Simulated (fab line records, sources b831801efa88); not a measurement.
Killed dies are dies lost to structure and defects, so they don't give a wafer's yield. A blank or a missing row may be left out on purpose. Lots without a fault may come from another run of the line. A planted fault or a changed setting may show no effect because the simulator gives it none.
A sampling plan put to the test | flow gf180mcu | one fab line, 45 faults that these records tell of, each judged on the records of the lots that it struck
The plan is the line's own looks: the steps of the route at which a gauge or an inspection reads the wafer and doesn't change it. A look can be judged if struck wafers have a number there and the file gives its usual mean and standard deviation on fault-free wafers. Caught: at a look after the fault's first step, the mean of the struck wafers lies 4 or more of those standard deviations (sigma) from the usual mean. On the tool: the same test on the tool's own readings at the fault's steps. Another recipe on the struck wafers, or a record that is blank for them alone, also counts as caught.

THE FAULTS, as the simulator had put them in
1. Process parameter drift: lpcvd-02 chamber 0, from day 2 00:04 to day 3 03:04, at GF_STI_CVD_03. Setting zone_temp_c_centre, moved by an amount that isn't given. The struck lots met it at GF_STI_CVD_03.
2. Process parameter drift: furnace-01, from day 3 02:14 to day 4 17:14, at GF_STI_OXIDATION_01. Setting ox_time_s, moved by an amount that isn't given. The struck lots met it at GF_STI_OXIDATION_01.
3. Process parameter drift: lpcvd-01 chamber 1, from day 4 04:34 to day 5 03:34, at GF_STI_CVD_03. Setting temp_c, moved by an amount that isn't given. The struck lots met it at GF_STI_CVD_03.
4. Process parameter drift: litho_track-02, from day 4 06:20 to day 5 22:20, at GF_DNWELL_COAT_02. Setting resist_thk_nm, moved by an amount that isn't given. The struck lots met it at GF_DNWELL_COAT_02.
5. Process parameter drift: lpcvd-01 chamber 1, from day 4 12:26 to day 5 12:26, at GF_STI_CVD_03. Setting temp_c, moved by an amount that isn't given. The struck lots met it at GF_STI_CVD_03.
6. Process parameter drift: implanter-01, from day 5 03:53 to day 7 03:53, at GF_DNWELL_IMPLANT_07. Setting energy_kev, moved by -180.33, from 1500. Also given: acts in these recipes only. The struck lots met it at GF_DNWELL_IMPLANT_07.
7. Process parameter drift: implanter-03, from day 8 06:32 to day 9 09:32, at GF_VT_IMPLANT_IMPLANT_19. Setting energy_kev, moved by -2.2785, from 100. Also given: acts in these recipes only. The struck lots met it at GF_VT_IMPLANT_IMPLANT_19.
8. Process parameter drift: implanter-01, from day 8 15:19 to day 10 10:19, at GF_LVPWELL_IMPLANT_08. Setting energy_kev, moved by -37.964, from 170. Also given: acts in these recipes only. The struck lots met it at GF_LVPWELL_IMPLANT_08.
9. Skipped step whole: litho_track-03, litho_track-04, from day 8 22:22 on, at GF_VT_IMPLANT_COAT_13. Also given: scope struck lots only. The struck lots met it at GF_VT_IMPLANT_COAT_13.
10. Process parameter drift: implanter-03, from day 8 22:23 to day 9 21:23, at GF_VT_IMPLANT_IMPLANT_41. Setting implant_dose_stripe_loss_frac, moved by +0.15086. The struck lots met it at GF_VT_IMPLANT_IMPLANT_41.
11. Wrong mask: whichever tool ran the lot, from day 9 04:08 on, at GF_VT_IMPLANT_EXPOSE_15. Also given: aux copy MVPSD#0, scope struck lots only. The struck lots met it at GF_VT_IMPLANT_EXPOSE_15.
12. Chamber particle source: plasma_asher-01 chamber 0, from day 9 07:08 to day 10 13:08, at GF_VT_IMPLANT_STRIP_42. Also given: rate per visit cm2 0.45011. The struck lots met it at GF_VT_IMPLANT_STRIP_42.
13. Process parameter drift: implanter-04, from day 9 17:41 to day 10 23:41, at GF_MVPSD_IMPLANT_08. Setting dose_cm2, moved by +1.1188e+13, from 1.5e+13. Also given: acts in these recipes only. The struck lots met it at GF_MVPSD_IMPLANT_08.
14. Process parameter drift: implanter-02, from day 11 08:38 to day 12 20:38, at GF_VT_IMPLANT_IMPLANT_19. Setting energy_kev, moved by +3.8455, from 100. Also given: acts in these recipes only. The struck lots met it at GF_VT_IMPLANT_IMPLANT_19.
15. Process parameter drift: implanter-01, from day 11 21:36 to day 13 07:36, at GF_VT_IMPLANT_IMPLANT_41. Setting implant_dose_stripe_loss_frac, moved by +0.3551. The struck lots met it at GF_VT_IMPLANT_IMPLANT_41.
16. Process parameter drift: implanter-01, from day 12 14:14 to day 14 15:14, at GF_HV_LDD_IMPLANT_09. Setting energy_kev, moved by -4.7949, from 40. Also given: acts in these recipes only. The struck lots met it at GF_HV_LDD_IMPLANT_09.
17. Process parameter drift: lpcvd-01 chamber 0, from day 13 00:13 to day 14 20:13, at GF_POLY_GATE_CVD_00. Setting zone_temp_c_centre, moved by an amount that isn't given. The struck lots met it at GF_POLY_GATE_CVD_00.
18. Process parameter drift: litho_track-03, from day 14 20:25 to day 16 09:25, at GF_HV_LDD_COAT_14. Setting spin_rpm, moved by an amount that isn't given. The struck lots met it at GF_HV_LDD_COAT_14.
19. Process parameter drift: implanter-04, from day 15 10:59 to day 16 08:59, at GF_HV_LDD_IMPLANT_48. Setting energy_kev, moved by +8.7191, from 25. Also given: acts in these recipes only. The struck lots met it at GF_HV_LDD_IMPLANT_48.
20. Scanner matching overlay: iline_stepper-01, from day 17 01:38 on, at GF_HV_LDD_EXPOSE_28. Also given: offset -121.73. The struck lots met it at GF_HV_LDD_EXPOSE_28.
21. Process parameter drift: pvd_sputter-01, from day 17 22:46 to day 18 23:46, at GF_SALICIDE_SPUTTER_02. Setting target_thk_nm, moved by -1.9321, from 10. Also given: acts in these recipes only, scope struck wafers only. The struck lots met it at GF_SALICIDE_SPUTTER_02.
22. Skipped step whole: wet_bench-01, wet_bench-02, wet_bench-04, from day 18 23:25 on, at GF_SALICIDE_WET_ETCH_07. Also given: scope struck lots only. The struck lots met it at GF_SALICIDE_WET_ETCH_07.
23. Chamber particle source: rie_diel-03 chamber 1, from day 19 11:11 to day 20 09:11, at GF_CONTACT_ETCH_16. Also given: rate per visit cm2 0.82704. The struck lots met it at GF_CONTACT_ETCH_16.
24. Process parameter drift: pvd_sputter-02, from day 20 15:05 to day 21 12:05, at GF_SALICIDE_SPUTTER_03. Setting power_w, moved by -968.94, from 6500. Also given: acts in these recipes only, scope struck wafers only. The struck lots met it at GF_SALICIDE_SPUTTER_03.
25. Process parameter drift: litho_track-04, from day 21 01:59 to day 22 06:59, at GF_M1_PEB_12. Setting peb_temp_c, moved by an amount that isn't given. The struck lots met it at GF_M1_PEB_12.
26. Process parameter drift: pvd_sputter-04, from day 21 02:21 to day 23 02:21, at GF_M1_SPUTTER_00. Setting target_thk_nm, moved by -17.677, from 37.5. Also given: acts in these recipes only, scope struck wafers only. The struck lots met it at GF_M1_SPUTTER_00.
27. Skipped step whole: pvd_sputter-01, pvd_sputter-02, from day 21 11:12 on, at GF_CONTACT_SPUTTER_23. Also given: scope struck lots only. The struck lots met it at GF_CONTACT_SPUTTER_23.
28. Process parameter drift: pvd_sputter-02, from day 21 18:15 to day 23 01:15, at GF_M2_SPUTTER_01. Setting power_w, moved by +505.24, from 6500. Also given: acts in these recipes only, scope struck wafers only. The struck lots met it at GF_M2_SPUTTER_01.
29. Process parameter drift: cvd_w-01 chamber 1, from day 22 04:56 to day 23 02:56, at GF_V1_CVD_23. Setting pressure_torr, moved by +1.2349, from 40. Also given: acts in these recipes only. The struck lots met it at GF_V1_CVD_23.
30. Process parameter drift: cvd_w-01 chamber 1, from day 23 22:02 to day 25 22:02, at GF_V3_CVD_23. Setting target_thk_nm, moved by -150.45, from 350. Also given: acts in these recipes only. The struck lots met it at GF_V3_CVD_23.
31. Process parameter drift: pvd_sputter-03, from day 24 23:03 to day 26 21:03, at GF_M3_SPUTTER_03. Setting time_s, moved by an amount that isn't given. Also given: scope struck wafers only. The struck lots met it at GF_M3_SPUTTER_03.
32. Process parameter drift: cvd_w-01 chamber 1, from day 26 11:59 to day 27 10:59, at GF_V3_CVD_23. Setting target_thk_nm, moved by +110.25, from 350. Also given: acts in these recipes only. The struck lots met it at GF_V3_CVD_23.
33. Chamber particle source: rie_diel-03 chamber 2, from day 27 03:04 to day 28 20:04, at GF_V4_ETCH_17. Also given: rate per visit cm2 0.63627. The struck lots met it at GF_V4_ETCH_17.
34. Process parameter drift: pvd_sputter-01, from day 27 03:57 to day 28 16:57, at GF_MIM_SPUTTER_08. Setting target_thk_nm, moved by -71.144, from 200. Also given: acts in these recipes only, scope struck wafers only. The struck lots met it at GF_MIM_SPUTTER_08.
35. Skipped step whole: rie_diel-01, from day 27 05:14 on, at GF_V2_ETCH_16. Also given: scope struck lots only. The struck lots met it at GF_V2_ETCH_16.
36. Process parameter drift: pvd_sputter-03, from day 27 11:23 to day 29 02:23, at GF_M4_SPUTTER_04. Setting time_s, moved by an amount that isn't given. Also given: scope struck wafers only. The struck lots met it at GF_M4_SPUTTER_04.
37. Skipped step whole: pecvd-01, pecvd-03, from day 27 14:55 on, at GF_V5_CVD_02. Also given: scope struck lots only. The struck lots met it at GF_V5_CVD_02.
38. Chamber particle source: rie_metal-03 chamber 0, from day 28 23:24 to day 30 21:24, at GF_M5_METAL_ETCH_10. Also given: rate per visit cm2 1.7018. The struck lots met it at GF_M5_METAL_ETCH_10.
39. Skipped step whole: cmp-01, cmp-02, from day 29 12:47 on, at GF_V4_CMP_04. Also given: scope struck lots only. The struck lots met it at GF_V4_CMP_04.
40. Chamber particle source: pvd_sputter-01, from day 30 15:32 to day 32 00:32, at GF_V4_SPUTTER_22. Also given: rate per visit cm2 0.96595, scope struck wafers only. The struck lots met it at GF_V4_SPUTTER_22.
41. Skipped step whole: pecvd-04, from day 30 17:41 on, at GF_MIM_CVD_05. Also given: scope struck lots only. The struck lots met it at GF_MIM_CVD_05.
42. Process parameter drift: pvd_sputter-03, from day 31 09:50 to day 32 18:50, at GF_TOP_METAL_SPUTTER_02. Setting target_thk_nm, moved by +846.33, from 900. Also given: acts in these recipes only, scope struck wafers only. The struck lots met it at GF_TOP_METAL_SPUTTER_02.
43. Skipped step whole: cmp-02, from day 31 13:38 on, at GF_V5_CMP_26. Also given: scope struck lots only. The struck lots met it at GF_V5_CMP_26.
44. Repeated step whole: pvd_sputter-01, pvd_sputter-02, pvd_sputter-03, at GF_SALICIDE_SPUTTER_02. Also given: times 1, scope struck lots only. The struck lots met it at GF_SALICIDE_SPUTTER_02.
45. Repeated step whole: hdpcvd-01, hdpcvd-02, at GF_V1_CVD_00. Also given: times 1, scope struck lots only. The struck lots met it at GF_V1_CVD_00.

WHAT THE PLAN SAW
fault | on the tool itself                               | first look that catches it                      | reading, sigma                                               | median hours from its first step to that look | hours from the fault's start to the first struck lot there | judged looks passed uncaught
1     | spike_tc_centre_C -28 sigma                      | GF_STI_THK_MEAS_04                              | STI_CVD_03_THK -15                                           | 2.0                                           | 4                                                          | 0
2     | under 2 sigma                                    | GF_STI_THK_MEAS_02                              | STI_OXIDATION_THK +21                                        | 1.4                                           | 7                                                          | 0
3     | susceptor_temp_C -32 sigma                       | GF_STI_THK_MEAS_04                              | STI_CVD_03_THK -17                                           | 2.0                                           | 7                                                          | 0
4     | no reading that can be judged                    | not the one look that can be judged after it    | -                                                            | -                                             | -                                                          | 1
5     | susceptor_temp_C +42 sigma                       | GF_STI_THK_MEAS_04                              | STI_CVD_03_THK +29                                           | 2.0                                           | 19                                                         | 0
6     | beam_energy_keV -99 or beyond sigma              | no look after it can be judged                  | -                                                            | -                                             | -                                                          | 0
7     | beam_energy_keV -73 sigma                        | no look after it can be judged                  | -                                                            | -                                             | -                                                          | 0
8     | beam_energy_keV -99 or beyond sigma              | GF_VT_IMPLANT_RS_MEAS_48                        | LVPWELL_RS +20                                               | 112.5                                         | 116                                                        | 0
9     | the tool's record is blank for the struck wafers | GF_VT_IMPLANT_TW_MEAS_32                        | VT_IMPLANT_3_TW +99 or beyond                                | 26.9                                          | 28                                                         | 0
10    | under 2 sigma                                    | none of the 2 looks that can be judged after it | strongest: VT_IMPLANT_4_TW at GF_VT_IMPLANT_TW_MEAS_43, -3.6 | -                                             | -                                                          | 2
11    | no reading that can be judged                    | GF_VT_IMPLANT_TW_MEAS_21                        | VT_IMPLANT_2_TW -69                                          | 8.6                                           | 12                                                         | 0
12    | under 2 sigma                                    | none of the 2 looks that can be judged after it | -                                                            | -                                             | -                                                          | 2
13    | dose_ions_cm2 +99 or beyond sigma                | GF_MVPSD_TW_MEAS_11                             | MVPSD_TW +18                                                 | 0.4                                           | 7                                                          | 0
14    | beam_energy_keV +99 or beyond sigma              | no look after it can be judged                  | -                                                            | -                                             | -                                                          | 0
15    | no reading that can be judged                    | none of the 8 looks that can be judged after it | -                                                            | -                                             | -                                                          | 8
16    | beam_energy_keV -99 or beyond sigma              | GF_HV_LDD_TW_MEAS_11                            | HV_LDD_TW -4.3                                               | 0.2                                           | 2                                                          | 0
17    | spike_tc_centre_C +13 sigma                      | GF_POLY_GATE_THK_MEAS_01                        | POLY_GATE_CVD_00_THK +5.9                                    | 1.3                                           | 16                                                         | 0
18    | spin_speed_rpm -79 sigma                         | none of the 3 looks that can be judged after it | -                                                            | -                                             | -                                                          | 3
19    | beam_energy_keV +99 or beyond sigma              | GF_HV_LDD_TW_MEAS_50                            | HV_LDD_4_TW +6.8                                             | 0.2                                           | 4                                                          | 0
20    | no reading that can be judged                    | GF_HV_LDD_OVL_MEAS_32                           | HV_LDD_02_OVL -86                                            | 11.5                                          | 21                                                         | 0
21    | under 2 sigma                                    | GF_SALICIDE_RS_MEAS_04                          | SALICIDE_TIN_RS +12                                          | 0.1                                           | 6                                                          | 0
22    | no reading that can be judged                    | no look after it can be judged                  | -                                                            | -                                             | -                                                          | 0
23    | under 2 sigma                                    | none of the 6 looks that can be judged after it | -                                                            | -                                             | -                                                          | 6
24    | cathode_dc_power_W -99 or beyond sigma           | GF_SALICIDE_THK_MEAS_05                         | SALICIDE_TIN_THK -9.6                                        | 0.2                                           | 19                                                         | 0
25    | heater_power_total_W +8.8 sigma                  | not the one look that can be judged after it    | strongest: cd_nm at GF_M1_CD_MEAS_14, -3.0                   | -                                             | -                                                          | 1
26    | under 2 sigma                                    | no look after it can be judged                  | -                                                            | -                                             | -                                                          | 0
27    | the tool's record is blank for the struck wafers | no look after it can be judged                  | -                                                            | -                                             | -                                                          | 0
28    | cathode_dc_power_W +99 or beyond sigma           | no look after it can be judged                  | -                                                            | -                                             | -                                                          | 0
29    | chamber_pressure_Torr +13 sigma                  | not the one look that can be judged after it    | -                                                            | -                                             | -                                                          | 1
30    | under 2 sigma                                    | GF_V3_RS_MEAS_24                                | V3_W_RS +40                                                  | 0.1                                           | 12                                                         | 0
31    | under 2 sigma                                    | no look after it can be judged                  | -                                                            | -                                             | -                                                          | 0
32    | under 2 sigma                                    | GF_V3_RS_MEAS_24                                | V3_W_RS -12                                                  | 0.1                                           | 2                                                          | 0
33    | under 2 sigma                                    | not the one look that can be judged after it    | -                                                            | -                                             | -                                                          | 1
34    | under 2 sigma                                    | GF_MIM_RS_MEAS_10                               | MIM_ALCU_RS +39                                              | 0.1                                           | 5                                                          | 0
35    | the tool's record is blank for the struck wafers | no look after it can be judged                  | -                                                            | -                                             | -                                                          | 0
36    | under 2 sigma                                    | none of the 7 looks that can be judged after it | strongest: V4_CVD_00_THK at GF_V4_THK_MEAS_01, -2.2          | -                                             | -                                                          | 7
37    | the tool's record is blank for the struck wafers | no look after it can be judged                  | -                                                            | -                                             | -                                                          | 0
38    | under 2 sigma                                    | no look after it can be judged                  | -                                                            | -                                             | -                                                          | 0
39    | the tool's record is blank for the struck wafers | not the one look that can be judged after it    | -                                                            | -                                             | -                                                          | 1
40    | under 2 sigma                                    | none of the 5 looks that can be judged after it | -                                                            | -                                             | -                                                          | 5
41    | the tool's record is blank for the struck wafers | no look after it can be judged                  | -                                                            | -                                             | -                                                          | 0
42    | under 2 sigma                                    | GF_TOP_METAL_RS_MEAS_05                         | TOP_METAL_ALCU_RS -32                                        | 0.1                                           | 2                                                          | 0
43    | no reading that can be judged                    | no look after it can be judged                  | -                                                            | -                                             | -                                                          | 0
44    | under 2 sigma                                    | GF_SALICIDE_RS_MEAS_04                          | SALICIDE_TIN_RS -23                                          | 0.2                                           | -                                                          | 0
45    | no reading that can be judged                    | GF_V1_THK_MEAS_01                               | V1_CVD_00_THK +91                                            | 0.3                                           | -                                                          | 0
A dash: the fault isn't caught, or these records don't give the number.

Caught at a look: 20 of 45. Caught on the tool: 22 of 45. By one or the other: 32 of 45.
Caught on the tool alone: faults 6, 7, 14, 18, 25, 27, 28, 29, 35, 37, 39, 41.
Caught at a look alone: faults 2, 11, 20, 21, 30, 32, 34, 42, 44, 45.
Caught by neither: faults 4, 10, 12, 15, 22, 23, 26, 31, 33, 36, 38, 40, 43.

THINNER SAMPLING
If the look that catches a fault measured only every second or every third lot, by lot number, the first struck lot would be measured this late in the worst case:
fault | struck lots at that look, in order of time | every lot | every second lot | every third lot
1     | L984, L986, L987                           | 4 h       | 24 h             | may miss all 3
2     | L257, L258                                 | 7 h       | 11 h             | may miss all 2
3     | L883                                       | 7 h       | may miss it      | may miss it
5     | L320                                       | 19 h      | may miss it      | may miss it
8     | L564, L566                                 | 116 h     | may miss all 2   | may miss all 2
9     | L510, L511, L512                           | 28 h      | 36 h             | 42 h
11    | L470                                       | 12 h      | may miss it      | may miss it
13    | L340, L341                                 | 7 h       | 12 h             | may miss all 2
16    | L658, L660                                 | 2 h       | may miss all 2   | may miss all 2
17    | L544                                       | 16 h      | may miss it      | may miss it
19    | L505, L507                                 | 4 h       | may miss all 2   | may miss all 2
20    | L378, L379                                 | 21 h      | 32 h             | may miss all 2
21    | L963                                       | 6 h       | may miss it      | may miss it
24    | L454                                       | 19 h      | may miss it      | may miss it
30    | L353, L355                                 | 12 h      | may miss all 2   | may miss all 2
32    | L222, L223                                 | 2 h       | 13 h             | may miss all 2
34    | L722, L726                                 | 5 h       | may miss all 2   | may miss all 2
42    | L619, L622                                 | 2 h       | 21 h             | may miss all 2
Hours are from the fault's start to the first struck lot that is measured. The limit of 4 sigma was tested on all struck wafers together, so one lot alone may lie under it. Other struck lots may not be in these records.

THE LONGEST TIMED WAY FROM STEP TO LOOK
Fault 8: a median of 112.5 hours passes between GF_LVPWELL_IMPLANT_08 and GF_VT_IMPLANT_RS_MEAS_48. No look between them can be judged.
